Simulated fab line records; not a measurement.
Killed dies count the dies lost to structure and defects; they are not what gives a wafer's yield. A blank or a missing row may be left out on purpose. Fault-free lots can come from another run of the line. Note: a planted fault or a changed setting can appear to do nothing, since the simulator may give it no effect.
Matching of chambers ; flow sky130 ; SKY_VIA3_CMP_24 on cmp-01 has 4 sister chambers
The step polishes, stops on SiO2, t overpolish 20 s, target thk 0 nm. 4 wafers are shown with their chamber, then 7 later ones without.

== WAFERS, EACH WITH ITS CHAMBER ==
wafer;chamber;motor-current-A (A)
L477.2;2;10.5
L478.5;0;9.6
L481.1;1;11.8
L481.2;3;12.7

== WAFERS WITHOUT THEIR CHAMBER ==
wafer;motor-current-A (A)
L481.4;8.9
L490.4;11.4
L490.5;11.6
L490.6;10.4
L491.2;8.9
L491.4;11.5
L491.6;11.9

== CHAMBER TAKEN BY EACH ==
wafer;from the rows above;in truth
L481.4;0;0
L490.4;can't be placed: 1 or 2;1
L490.5;1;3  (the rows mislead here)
L490.6;can't be placed: 2 or 0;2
L491.2;0;0
L491.4;can't be placed: 1 or 2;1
L491.6;can't be placed: 1 or 3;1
Correct placement for 2 of the 7. Cannot be placed on the basis of these rows: 4; the candidates contain the true chamber in 4. Number placed wrongly: 1.
How it was worked out, from the rows above alone: a wafer's distance from a chamber is the root of the sum, over the readings, of the square of ((its reading less the chamber's mean) divided by the reading's scatter). The wafer belongs to the nearest chamber; if the next one is less than 2 further off, it can't be placed. For every chamber, the mean is computed from those of its wafers that are shown. The scatter: root of mean squared gap, hidden wafer to nearest shown wafer, with one shown wafer a chamber.
